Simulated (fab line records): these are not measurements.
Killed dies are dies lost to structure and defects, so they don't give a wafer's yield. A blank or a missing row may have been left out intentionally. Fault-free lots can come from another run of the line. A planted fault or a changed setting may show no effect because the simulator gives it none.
fab line records	flow sky130
[record] lots = 13	wafers = 39	last-day = 50
route steps=708 shown PWDE@52 VT_ADJUST_LVTN@111 VT_ADJUST_NCORE@129 VT_ADJUST_HVTR@138 PAD_OPEN@708
lots that met no fault: taken from a fault-free run of the same line
start-h: hours from the record's opening day to when the first of the lot's shown wafers began	wait-h: hours from the lot's prior step to this one	" as in the row above	L1.1+2: several wafers, shown together as one row	- no value present, or no start provided	* or withheld: withheld	< > ~ a bound
route shown NAME@n: NAME is a module with steps in the file, n the number in the route of the first one	usual: mean and standard deviation over wafers with no fault	same: alike in all rows	chamber/n: place in a boat	sites: per-site readings	_std_site: their standard deviation	_edge_site: mean of outer sites minus mean of inner sites	radius-mm: how far each site lies from the wafer's centre	mask NAME#n: copy n	behind: the last tool/chamber to shape the wafer	hold: why the lot was held/for how many hours/how that ended	device: the transistor (n, p or np) that didn't switch	end of line: the same wafers' tests at the end of the route	for a step that has no rows: nothing shown but its recipe	killed: the dies lost at the first sort to structure and to defects; this is not the yield of the wafer	map: a wafer's dies, x killed, . not, _ none there
set.NAME: the setting the step ran with; set.NAME@STEP: the setting that earlier step ran with	model.NAME: the simulator's own value behind a step, which no gauge read
a sample of lots followed through the steps of the route, with each step as a table and each wafer as a row
services: the hour from which a tool's chamber was out of use, counted from the record's first day as start-h (under 0 if before that day), plus the number of hours and why
[[steps]]
[step SKY_PWDE_OVL_MEAS_07]
[usual] PWDE_OVL = -0.1/1.2
lot.wafer	tool	chamber	start-h	wait-h	PWDE_OVL[nm]
L268.1	overlay-01	-	73.07	-	1.3
L268.2	"	-	"	"	0.8
L268.3	"	-	"	"	0.7
L271.4	overlay-01	-	87.23	-	-0.6
L271.5	"	-	"	"	0.8
L271.6	"	-	"	"	0.2
L273.2	overlay-01	-	104.14	-	-0.7
L273.3	"	-	"	"	-0.2
L273.6	"	-	"	"	-0.4
L275.3	overlay-02	-	113.80	-	-0.6
L275.4	"	-	"	"	-1.9
L275.6	"	-	"	"	-1.1
L276.1	overlay-02	-	118.71	-	-0.7
L276.5	"	-	"	"	1.2
L276.6	"	-	"	"	-1.4
L277.2	overlay-02	-	123.59	-	-0.8
L277.3	"	-	"	"	-1.1
L277.4	"	-	"	"	-2.7
L280.2	overlay-01	-	140.82	-	-1.3
L280.3	"	-	"	"	-0.8
L280.4	"	-	"	"	-2.7
L282.2	overlay-02	-	154.21	-	-1.2
L282.5	"	-	"	"	-2.3
L282.6	"	-	"	"	1.0
L283.1	overlay-01	-	155.88	-	-1.0
L283.2	"	-	"	"	0.2
L283.6	"	-	"	"	-1.4
L285.1	overlay-01	-	169.43	-	0.5
L285.2	"	-	"	"	-0.9
L285.4	"	-	"	"	-0.8
L286.1	overlay-01	-	172.46	-	1.3
L286.2	"	-	"	"	1.1
L286.6	"	-	"	"	2.4
L288.3	overlay-01	-	188.33	-	1.8
L288.5	"	-	"	"	-0.1
L288.6	"	-	"	"	-0.3
L289.1	overlay-01	-	198.16	-	-1.7
L289.3	"	-	"	"	1.3
L289.5	"	-	"	"	1.7
[step SKY_VT_ADJUST_LVTN_SOFTBAKE_14]
[recipe] temp-c = 90	time-s = 60	resist = NOVOLAK
[usual] heater-power-total-W = 56.59/0.045	resist-line-temp-C = 23.02/0.11	run-length-s = 89.23/0.24
lot.wafer	tool	chamber	start-h	wait-h	heater-power-total-W	resist-line-temp-C	run-length-s
L268.1	litho-track-04	0	155.66	0.1	56.58	23.11	88.75
L268.2	"	0	"	"	56.59	22.89	88.80
L268.3	"	0	"	"	56.62	22.95	89.09
L271.4	litho-track-01	0	172.14	0.1	56.51	23.03	89.19
L271.5	"	0	"	"	56.63	23.03	89.21
L271.6	"	0	"	"	56.62	23.01	89.19
L273.2	litho-track-01	0	193.19	0.1	56.68	22.79	89.25
L273.3	"	0	"	"	56.59	23.04	89.51
L273.6	"	0	"	"	56.52	22.97	89.43
L275.3	litho-track-01	0	205.87	0.1	57.48	23.02	86.32
L275.4	"	0	"	"	57.55	23.22	86.72
L275.6	"	0	"	"	57.48	23.09	86.36
L276.1	litho-track-01	0	211.42	0.1	57.61	23.01	86.35
L276.5	"	0	"	"	57.53	23.09	86.32
L276.6	"	0	"	"	57.60	23.06	86.44
L277.2	litho-track-01	0	217.94	0.1	57.65	23.15	86.30
L277.3	"	0	"	"	57.55	23.05	86.29
L277.4	"	0	"	"	57.62	23.01	86.62
L280.2	litho-track-03	0	237.16	0.1	56.58	22.83	89.41
L280.3	"	0	"	"	56.62	22.95	89.35
L280.4	"	0	"	"	56.63	22.98	89.50
L282.2	litho-track-04	0	253.98	0.1	56.56	22.82	88.81
L282.5	"	0	"	"	56.61	22.95	88.98
L282.6	"	0	"	"	56.60	22.96	88.84
L283.1	litho-track-03	0	256.13	0.1	56.60	23.11	89.47
L283.2	"	0	"	"	56.64	22.88	89.35
L283.6	"	0	"	"	56.59	22.99	89.50
L285.1	litho-track-04	0	271.86	0.1	56.67	22.92	89.08
L285.2	"	0	"	"	56.60	22.91	88.87
L285.4	"	0	"	"	56.68	22.94	88.78
L286.1	litho-track-04	0	277.86	0.1	56.57	22.98	88.86
L286.2	"	0	"	"	56.59	23.10	89.15
L286.6	"	0	"	"	56.62	22.96	89.01
L288.3	litho-track-04	0	295.36	0.1	56.57	23.15	89.08
L288.5	"	0	"	"	56.61	23.14	88.79
L288.6	"	0	"	"	56.63	23.07	88.88
L289.1	litho-track-01	0	306.96	0.1	56.59	23.08	89.42
L289.3	"	0	"	"	56.59	23.12	89.55
L289.5	"	0	"	"	56.56	22.93	89.48
[step SKY_VT_ADJUST_NCORE_STRIP_10]
[recipe] chemistry = O2/N2	power-w = 1400	pressure-mtorr = 1500	platen-temp-c = withheld	o2-flow-sccm = 3000	n2-flow-sccm = 300	overash-fraction = 0.5
[usual] drypump-motor-current-A = 5.9/0.49	oes-product-au = 0.716/0.0044	strip-time-to-endpoint-s = 14.18/0.039
lot.wafer	tool	chamber	start-h	wait-h	drypump-motor-current-A	oes-product-au	rf-hours-counter-h	strip-time-to-endpoint-s
L268.1	plasma-asher-01	1	186.19	0.1	6.2	0.714	51	14.20
L268.2	"	0	"	"	5.3	0.715	51	14.19
L268.3	"	0	"	"	5.3	0.715	-	14.21
L271.4	plasma-asher-01	1	204.70	0.1	6.2	0.718	-	14.15
L271.5	"	0	"	"	5.3	0.712	-	14.18
L271.6	"	1	"	"	6.2	0.717	-	14.15
L273.2	plasma-asher-03	0	226.87	0.1	6.3	0.719	37	14.19
L273.3	"	1	"	"	5.7	0.722	-	14.15
L273.6	"	1	"	"	5.7	0.711	-	14.20
L275.3	plasma-asher-04	1	241.44	0.1	6.6	0.714	-	14.21
L275.4	"	0	"	"	5.3	0.719	-	14.22
L275.6	"	1	"	"	6.6	0.715	-	14.21
L276.1	plasma-asher-03	0	245.52	0.1	6.3	0.720	39	14.22
L276.5	"	0	"	"	6.3	0.715	-	14.18
L276.6	"	1	"	"	5.7	0.712	-	14.20
L277.2	plasma-asher-03	0	253.24	0.1	6.3	0.718	39	14.14
L277.3	"	1	"	"	5.7	0.719	-	14.18
L277.4	"	0	"	"	6.3	0.718	-	14.15
L280.2	plasma-asher-04	0	273.94	0.1	5.3	0.713	15	14.17
L280.3	"	0	"	"	5.3	0.713	-	14.11
L280.4	"	1	"	"	6.6	0.713	-	14.16
L282.2	plasma-asher-03	0	290.84	0.1	6.3	0.721	43	14.22
L282.5	"	0	"	"	6.3	0.712	-	14.20
L282.6	"	1	"	"	5.7	0.718	-	14.16
L283.1	plasma-asher-03	0	293.61	0.1	6.3	0.703	44	14.19
L283.2	"	1	"	"	5.7	0.719	44	14.17
L283.6	"	0	"	"	6.3	0.725	-	14.20
L285.1	plasma-asher-01	0	310.17	0.1	5.3	0.715	64	14.18
L285.2	"	1	"	"	6.3	0.717	64	14.13
L285.4	"	0	"	"	5.3	0.717	-	14.17
L286.1	plasma-asher-04	0	314.41	0.1	5.4	0.717	19	14.08
L286.2	"	1	"	"	6.6	0.725	19	14.14
L286.6	"	0	"	"	5.3	0.722	-	14.17
L288.3	plasma-asher-04	1	333.85	0.1	6.6	0.711	-	14.21
L288.5	"	1	"	"	6.6	0.710	-	14.22
L288.6	"	0	"	"	5.3	0.720	-	14.24
L289.1	plasma-asher-03	1	345.32	0.1	5.7	0.721	49	14.19
L289.3	"	0	"	"	6.3	0.726	-	14.28
L289.5	"	0	"	"	6.3	0.714	-	14.28
[step SKY_VT_ADJUST_HVTR_CD_MEAS_07]
[recipe] target-cd-nm = 380
[usual] cd-nm = 379.9/2.6
lot.wafer	tool	chamber	start-h	wait-h	cd-nm
L268.1	cd-sem-02	-	207.21	0.1	381.1
L268.2	"	-	"	"	381.1
L268.3	"	-	"	"	381.8
L271.4	cd-sem-01	-	227.37	0.1	380.8
L271.5	"	-	"	"	380.8
L271.6	"	-	"	"	379.0
L273.2	cd-sem-01	-	250.58	0.1	381.0
L273.3	"	-	"	"	379.3
L273.6	"	-	"	"	379.3
L275.3	cd-sem-01	-	265.31	0.1	379.2
L275.4	"	-	"	"	379.6
L275.6	"	-	"	"	376.4
L276.1	cd-sem-02	-	269.71	0.1	377.1
L276.5	"	-	"	"	378.5
L276.6	"	-	"	"	379.0
L277.2	cd-sem-01	-	277.03	0.1	381.9
L277.3	"	-	"	"	381.3
L277.4	"	-	"	"	381.3
L280.2	cd-sem-02	-	298.28	0.1	375.3
L280.3	"	-	"	"	376.3
L280.4	"	-	"	"	378.0
L282.2	cd-sem-01	-	314.73	0.1	382.2
L282.5	"	-	"	"	382.5
L282.6	"	-	"	"	382.2
L283.1	cd-sem-02	-	317.76	0.1	378.7
L283.2	"	-	"	"	376.3
L283.6	"	-	"	"	374.3
L285.1	cd-sem-02	-	334.51	0.1	378.9
L285.2	"	-	"	"	377.0
L285.4	"	-	"	"	375.7
L286.1	cd-sem-02	-	339.21	0.1	385.2
L286.2	"	-	"	"	383.1
L286.6	"	-	"	"	384.0
L288.3	cd-sem-01	-	358.65	0.1	378.7
L288.5	"	-	"	"	378.0
L288.6	"	-	"	"	381.3
L289.1	cd-sem-01	-	371.26	0.1	380.8
L289.3	"	-	"	"	381.6
L289.5	"	-	"	"	380.1
[step SKY_PAD_OPEN_PROBE_99]
[usual] killed_at_M0_to_M3 = 42/6.4	killed_at_M4_up = 3.2/1.9	killed-at-contacts = 24/4.8	killed-at-front-end = 16/4.4	killed-at-other = 0.3/0.55	killed-dies = 86/8.6	killed-open = 46/6.6	killed-short = 39/5.7
[same] gross-dies = 492	killed-at-back-side = 0
lot.wafer	tool	chamber	start-h	wait-h	killed_at_M0_to_M3	killed_at_M4_up	killed-at-contacts	killed-at-front-end	killed-at-other	killed-dies	killed-open	killed-short
L268.1	prober-02	-	1084.05	0.1	38	1	25	28	0	92	48	43
L268.2	prober-02	-	1084.10	0.1	51	4	30	16	0	101	51	50
L268.3	prober-02	-	1084.15	0.2	41	2	17	20	1	81	39	40
L271.4	prober-01	-	1104.00	0.2	40	2	28	14	0	84	51	33
L271.5	prober-01	-	1104.05	0.2	44	3	27	16	1	91	47	44
L271.6	prober-01	-	1104.10	0.2	43	2	19	13	0	77	37	40
L273.2	prober-02	-	1120.31	0.1	34	2	23	14	0	73	33	40
L273.3	prober-02	-	1120.36	0.2	44	4	19	17	1	85	49	35
L273.6	prober-02	-	1120.51	0.2	40	5	32	12	1	90	49	40
L275.3	prober-02	-	1130.80	0.2	45	2	21	16	0	84	48	35
L275.4	prober-02	-	1130.85	0.2	44	3	23	13	0	83	39	43
L275.6	prober-02	-	1130.95	0.2	41	4	22	12	0	79	41	37
L276.1	prober-01	-	1132.44	0.1	30	2	24	18	1	75	36	39
L276.5	prober-01	-	1132.64	0.2	31	1	22	23	1	78	36	40
L276.6	prober-01	-	1132.69	0.2	33	2	31	22	2	90	47	41
L277.2	prober-02	-	1143.83	0.1	41	3	21	16	0	81	35	46
L277.3	prober-02	-	1143.88	0.2	38	1	20	22	0	81	47	34
L277.4	prober-02	-	1143.93	0.2	54	5	29	12	0	100	58	42
L280.2	prober-02	-	1156.33	0.1	36	4	25	17	0	82	40	41
L280.3	prober-02	-	1156.38	0.2	48	6	23	10	0	87	42	43
L280.4	prober-02	-	1156.43	0.2	51	6	20	20	0	97	49	47
L282.2	prober-01	-	1161.36	0.1	36	4	13	17	0	70	42	27
L282.5	prober-01	-	1161.51	0.2	44	5	26	10	0	85	44	41
L282.6	prober-01	-	1161.56	0.2	42	3	26	20	0	91	51	40
L283.1	prober-02	-	1163.08	0.1	37	0	26	12	0	75	36	39
L283.2	prober-02	-	1163.13	0.1	41	1	23	20	1	86	50	36
L283.6	prober-02	-	1163.33	0.2	42	0	26	20	0	88	48	40
L285.1	prober-02	-	1174.29	0.1	32	5	27	21	0	85	48	37
L285.2	prober-02	-	1174.34	0.1	40	0	29	16	1	86	51	35
L285.4	prober-02	-	1174.44	0.2	39	1	23	12	1	76	37	38
L286.1	prober-01	-	1178.38	0.1	38	4	23	18	0	83	45	38
L286.2	prober-01	-	1178.43	0.1	42	7	24	18	1	92	51	41
L286.6	prober-01	-	1178.63	0.2	47	3	28	8	0	86	52	34
L288.3	prober-02	-	1191.67	0.2	42	4	27	18	1	92	58	34
L288.5	prober-02	-	1191.77	0.2	51	2	18	19	1	91	47	44
L288.6	prober-02	-	1191.82	0.2	44	2	18	19	0	83	49	34
L289.1	prober-02	-	1200.17	0.1	45	5	28	21	0	99	51	45
L289.3	prober-02	-	1200.27	0.2	43	3	29	11	0	86	44	41
L289.5	prober-02	-	1200.37	0.2	55	1	21	14	0	91	52	39
// killed by level:class
L268.1 POLY_GATE:geometric-particle:open=8 VIA1:geometric-particle:open=7 FIELD_ISO:geometric-particle:open=6 CONTACT:geometric-particle:short=6 POLY_GATE:geometric-particle:short=6 VIA1:geometric-particle:short=6 CONTACT:geometric-particle:open=6 METAL1:geometric-particle:short=6
L268.2 VIA1:geometric-particle:open=13 CONTACT:geometric-particle:open=8 METAL1:geometric-particle:short=8 VIA2:geometric-particle:open=8 FIELD_ISO:geometric-particle:short=6 VIA3:geometric-particle:open=6 METAL3:geometric-particle:short=6 LI_CONTACT:geometric-particle:open=5
L268.3 VIA1:geometric-particle:open=10 POLY_GATE:geometric-particle:short=6 CONTACT:geometric-particle:open=6 FIELD_ISO:geometric-particle:open=4 FIELD_ISO:geometric-particle:short=4 METAL3:geometric-particle:short=4 LI_CONTACT:geometric-particle:open=4 VIA1:geometric-particle:short=4
L271.4 CONTACT:geometric-particle:open=11 VIA3:geometric-particle:open=10 VIA2:geometric-particle:open=9 FIELD_ISO:geometric-particle:open=6 LOCAL_INTERCONNECT:geometric-particle:short=6 METAL2:geometric-particle:short=6 LI_CONTACT:geometric-particle:open=5 FIELD_ISO:geometric-particle:short=4
L271.5 POLY_GATE:geometric-particle:open=8 LI_CONTACT:geometric-particle:open=8 VIA1:geometric-particle:open=8 CONTACT:geometric-particle:open=7 METAL2:geometric-particle:short=7 VIA2:geometric-particle:open=7 VIA1:geometric-particle:short=6 LOCAL_INTERCONNECT:geometric-particle:short=5
L271.6 METAL2:geometric-particle:short=8 METAL3:geometric-particle:short=8 CONTACT:geometric-particle:open=7 METAL1:geometric-particle:short=7 VIA1:geometric-particle:open=5 VIA3:geometric-particle:open=5 FIELD_ISO:geometric-particle:open=4 LI_CONTACT:geometric-particle:open=4
L273.2 CONTACT:geometric-particle:short=8 VIA2:geometric-particle:open=6 CONTACT:geometric-particle:open=6 VIA1:geometric-particle:open=6 FIELD_ISO:geometric-particle:short=5 POLY_GATE:geometric-particle:short=5 VIA3:geometric-particle:open=5 METAL2:geometric-particle:short=5
L273.3 VIA1:geometric-particle:open=11 VIA3:geometric-particle:open=10 CONTACT:geometric-particle:open=7 FIELD_ISO:geometric-particle:short=6 LI_CONTACT:geometric-particle:open=5 METAL1:geometric-particle:short=5 LOCAL_INTERCONNECT:geometric-particle:short=4 METAL4:geometric-particle:short=4
L273.6 CONTACT:geometric-particle:open=9 LI_CONTACT:geometric-particle:open=8 VIA1:geometric-particle:open=7 METAL1:geometric-particle:short=6 VIA3:geometric-particle:short=6 VIA3:geometric-particle:open=6 LOCAL_INTERCONNECT:geometric-particle:short=5 CONTACT:geometric-particle:short=5
L275.3 VIA1:geometric-particle:open=10 LI_CONTACT:geometric-particle:open=9 VIA2:geometric-particle:open=7 VIA1:geometric-particle:short=6 CONTACT:geometric-particle:open=6 FIELD_ISO:geometric-particle:short=5 FIELD_ISO:geometric-particle:open=5 METAL1:geometric-particle:short=5
L275.4 VIA1:geometric-particle:short=10 VIA2:geometric-particle:open=8 VIA1:geometric-particle:open=7 POLY_GATE:geometric-particle:open=6 LI_CONTACT:geometric-particle:open=6 VIA3:geometric-particle:open=6 METAL1:geometric-particle:short=5 LOCAL_INTERCONNECT:geometric-particle:short=5
L275.6 VIA3:geometric-particle:open=9 VIA1:geometric-particle:open=9 CONTACT:geometric-particle:short=6 CONTACT:geometric-particle:open=5 METAL1:geometric-particle:short=5 METAL2:geometric-particle:short=5 METAL3:geometric-particle:short=4 LI_CONTACT:geometric-particle:short=3
L276.1 CONTACT:geometric-particle:open=9 LI_CONTACT:geometric-particle:open=6 FIELD_ISO:geometric-particle:short=5 VIA3:geometric-particle:open=5 POLY_GATE:geometric-particle:short=4 VIA2:geometric-particle:open=4 METAL2:geometric-particle:short=4 METAL3:geometric-particle:short=4
L276.5 FIELD_ISO:geometric-particle:open=7 CONTACT:geometric-particle:open=7 VIA2:geometric-particle:short=6 FIELD_ISO:geometric-particle:short=5 VIA1:geometric-particle:open=5 LI_CONTACT:geometric-particle:open=4 LOCAL_INTERCONNECT:geometric-particle:short=4 CONTACT:geometric-particle:short=4
L276.6 CONTACT:geometric-particle:open=13 METAL2:geometric-particle:short=8 VIA1:geometric-particle:open=8 FIELD_ISO:geometric-particle:open=6 LI_CONTACT:geometric-particle:open=6 CONTACT:geometric-particle:short=5 METAL1:geometric-particle:short=5 FIELD_ISO:geometric-particle:short=4
L277.2 VIA1:geometric-particle:short=7 CONTACT:geometric-particle:open=6 METAL1:geometric-particle:short=6 VIA3:geometric-particle:short=6 POLY_GATE:geometric-particle:short=5 LI_CONTACT:geometric-particle:short=5 LOCAL_INTERCONNECT:geometric-particle:short=5 FIELD_ISO:geometric-particle:open=4
L277.3 VIA1:geometric-particle:open=12 CONTACT:geometric-particle:open=9 FIELD_ISO:geometric-particle:short=6 METAL1:geometric-particle:short=6 LI_CONTACT:geometric-particle:open=6 POLY_GATE:geometric-particle:open=5 METAL2:geometric-particle:short=5 METAL3:geometric-particle:short=5
L277.4 VIA1:geometric-particle:open=13 CONTACT:geometric-particle:open=12 VIA2:geometric-particle:open=11 METAL2:geometric-particle:short=8 LI_CONTACT:geometric-particle:open=7 VIA3:geometric-particle:open=7 METAL1:geometric-particle:short=6 CONTACT:geometric-particle:short=5
L280.2 LI_CONTACT:geometric-particle:open=10 FIELD_ISO:geometric-particle:open=6 FIELD_ISO:geometric-particle:short=6 CONTACT:geometric-particle:open=6 VIA3:geometric-particle:short=6 METAL2:geometric-particle:short=5 VIA2:geometric-particle:open=5 CONTACT:geometric-particle:short=4
L280.3 CONTACT:geometric-particle:open=10 LI_CONTACT:geometric-particle:open=7 METAL1:geometric-particle:short=7 VIA1:geometric-particle:short=6 VIA1:geometric-particle:open=6 METAL2:geometric-particle:short=6 VIA2:geometric-particle:open=6 VIA3:geometric-particle:open=5
L280.4 VIA1:geometric-particle:open=11 CONTACT:geometric-particle:open=11 METAL2:geometric-particle:short=8 METAL1:geometric-particle:short=8 VIA2:geometric-particle:open=6 FIELD_ISO:geometric-particle:short=5 POLY_GATE:geometric-particle:short=5 LI_CONTACT:geometric-particle:open=5
L282.2 VIA1:geometric-particle:open=8 CONTACT:geometric-particle:open=7 FIELD_ISO:geometric-particle:open=6 FIELD_ISO:geometric-particle:short=6 VIA2:geometric-particle:open=5 LI_CONTACT:geometric-particle:open=4 METAL1:geometric-particle:short=4 VIA1:geometric-particle:short=3
L282.5 CONTACT:geometric-particle:open=10 VIA1:geometric-particle:open=10 VIA1:geometric-particle:short=8 LI_CONTACT:geometric-particle:open=7 CONTACT:geometric-particle:short=5 METAL4:geometric-particle:short=5 METAL2:geometric-particle:short=5 LOCAL_INTERCONNECT:geometric-particle:short=4
L282.6 CONTACT:geometric-particle:open=11 VIA1:geometric-particle:open=8 VIA2:geometric-particle:open=8 FIELD_ISO:geometric-particle:short=7 VIA3:geometric-particle:open=6 POLY_GATE:geometric-particle:open=5 POLY_GATE:geometric-particle:short=5 LI_CONTACT:geometric-particle:open=5
L283.1 METAL1:geometric-particle:short=9 CONTACT:geometric-particle:short=8 VIA1:geometric-particle:open=8 CONTACT:geometric-particle:open=7 LI_CONTACT:geometric-particle:open=5 VIA3:geometric-particle:open=5 FIELD_ISO:geometric-particle:open=4 VIA2:geometric-particle:short=4
L283.2 VIA1:geometric-particle:open=10 CONTACT:geometric-particle:open=10 VIA3:geometric-particle:open=7 VIA2:geometric-particle:open=6 FIELD_ISO:geometric-particle:short=5 LI_CONTACT:geometric-particle:open=5 METAL1:geometric-particle:short=5 FIELD_ISO:geometric-particle:open=4
L283.6 VIA1:geometric-particle:open=13 CONTACT:geometric-particle:open=10 VIA1:geometric-particle:short=8 LI_CONTACT:geometric-particle:open=7 VIA2:geometric-particle:open=6 FIELD_ISO:geometric-particle:short=5 FIELD_ISO:geometric-particle:open=5 LOCAL_INTERCONNECT:geometric-particle:short=5
L285.1 CONTACT:geometric-particle:open=13 VIA1:geometric-particle:open=7 FIELD_ISO:geometric-particle:short=6 LI_CONTACT:geometric-particle:open=6 POLY_GATE:geometric-particle:open=6 POLY_GATE:geometric-particle:short=5 METAL1:geometric-particle:short=4 METAL2:geometric-particle:short=4
L285.2 LI_CONTACT:geometric-particle:open=10 VIA1:geometric-particle:open=10 CONTACT:geometric-particle:open=8 METAL1:geometric-particle:short=7 VIA2:geometric-particle:open=7 LOCAL_INTERCONNECT:geometric-particle:short=6 VIA1:geometric-particle:short=5 VIA3:geometric-particle:open=4
L285.4 CONTACT:geometric-particle:open=11 VIA1:geometric-particle:open=9 VIA3:geometric-particle:open=8 FIELD_ISO:geometric-particle:short=5 VIA1:geometric-particle:short=5 VIA2:geometric-particle:short=5 LOCAL_INTERCONNECT:geometric-particle:short=4 METAL2:geometric-particle:short=4
L286.1 LI_CONTACT:geometric-particle:open=9 VIA2:geometric-particle:open=7 VIA3:geometric-particle:open=7 VIA1:geometric-particle:open=7 FIELD_ISO:geometric-particle:short=6 CONTACT:geometric-particle:open=6 METAL2:geometric-particle:short=6 METAL1:geometric-particle:short=4
L286.2 VIA1:geometric-particle:open=10 LI_CONTACT:geometric-particle:open=9 CONTACT:geometric-particle:open=7 VIA1:geometric-particle:short=7 VIA3:geometric-particle:open=7 FIELD_ISO:geometric-particle:short=6 CONTACT:geometric-particle:short=6 METAL4:geometric-particle:short=5
L286.6 VIA2:geometric-particle:open=13 CONTACT:geometric-particle:open=11 LI_CONTACT:geometric-particle:open=7 VIA1:geometric-particle:open=7 VIA3:geometric-particle:open=6 METAL1:geometric-particle:short=5 METAL2:geometric-particle:short=4 LOCAL_INTERCONNECT:geometric-particle:open=4
L288.3 CONTACT:geometric-particle:open=12 VIA1:geometric-particle:open=11 FIELD_ISO:geometric-particle:open=6 LI_CONTACT:geometric-particle:open=6 VIA2:geometric-particle:open=6 POLY_GATE:geometric-particle:open=5 METAL2:geometric-particle:short=5 VIA3:geometric-particle:open=4
L288.5 VIA1:geometric-particle:open=8 VIA3:geometric-particle:short=7 CONTACT:geometric-particle:short=7 CONTACT:geometric-particle:open=7 VIA2:geometric-particle:open=7 FIELD_ISO:geometric-particle:short=6 VIA1:geometric-particle:short=6 FIELD_ISO:geometric-particle:open=5
L288.6 VIA1:geometric-particle:open=12 FIELD_ISO:geometric-particle:open=6 CONTACT:geometric-particle:open=6 VIA2:geometric-particle:open=6 VIA1:geometric-particle:short=5 VIA3:geometric-particle:open=5 FIELD_ISO:geometric-particle:short=4 LI_CONTACT:geometric-particle:open=4
L289.1 CONTACT:geometric-particle:open=11 VIA1:geometric-particle:open=10 LI_CONTACT:geometric-particle:open=8 VIA2:geometric-particle:open=8 FIELD_ISO:geometric-particle:short=6 METAL1:geometric-particle:short=6 METAL2:geometric-particle:short=5 FIELD_ISO:geometric-particle:open=4
L289.3 LI_CONTACT:geometric-particle:open=12 VIA1:geometric-particle:open=9 METAL2:geometric-particle:short=7 METAL1:geometric-particle:short=5 CONTACT:geometric-particle:open=5 VIA1:geometric-particle:short=5 VIA3:geometric-particle:short=5 LI_CONTACT:geometric-particle:short=4
L289.5 CONTACT:geometric-particle:open=11 VIA2:geometric-particle:open=10 METAL2:geometric-particle:short=8 VIA1:geometric-particle:open=7 VIA3:geometric-particle:open=7 FIELD_ISO:geometric-particle:short=5 METAL2:geometric-particle:open=5 LI_CONTACT:geometric-particle:open=5
[[services]]
tool	chamber	start-h	hours	kind
plasma-asher-01	-	172.26	2.8	pm
plasma-asher-04	-	203.41	2.8	pm
litho-track-01	-	223.63	-	consumable-replace:filter
plasma-asher-04	-	304.82	4.3	pm
litho-track-03	-	338.74	-	consumable-replace:filter
[[key]]
[first-sign] step = SKY_VT_ADJUST_LVTN_SOFTBAKE_14	reading = heater-power-total-W	direction = up	sigmas = 21	usual = *	struck = *
[effect] step = SKY_VT_ADJUST_LVTN_SOFTBAKE_14	reading = run-length-s	direction = down	sigmas = 12	usual = *	struck = *
met-at SKY_VT_ADJUST_LVTN_SOFTBAKE_14
struck-lots L275,L276,L277
tester-left-out L275,L276,L277
not-acting-at SKY_PWDE_OVL_MEAS_07,SKY_VT_ADJUST_NCORE_STRIP_10,SKY_VT_ADJUST_HVTR_CD_MEAS_07
onset-between 193.19 205.87
[fault] kind = process-parameter-drift	tool = litho-track-01	chamber = -	onset-h = 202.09	steps = SKY_VT_ADJUST_LVTN_SOFTBAKE_14	channel = time-s	offset = *	shape = step	end-h = 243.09	acts-in = *	stated = *
// tester-left-out: of these lots the tester's yield and bins aren't shown, on N5 and GAA mostly nor the transistor test; their killed dies are dies lost to structure and defects alone, not to doping, threshold or leakage, so they don't give the yield
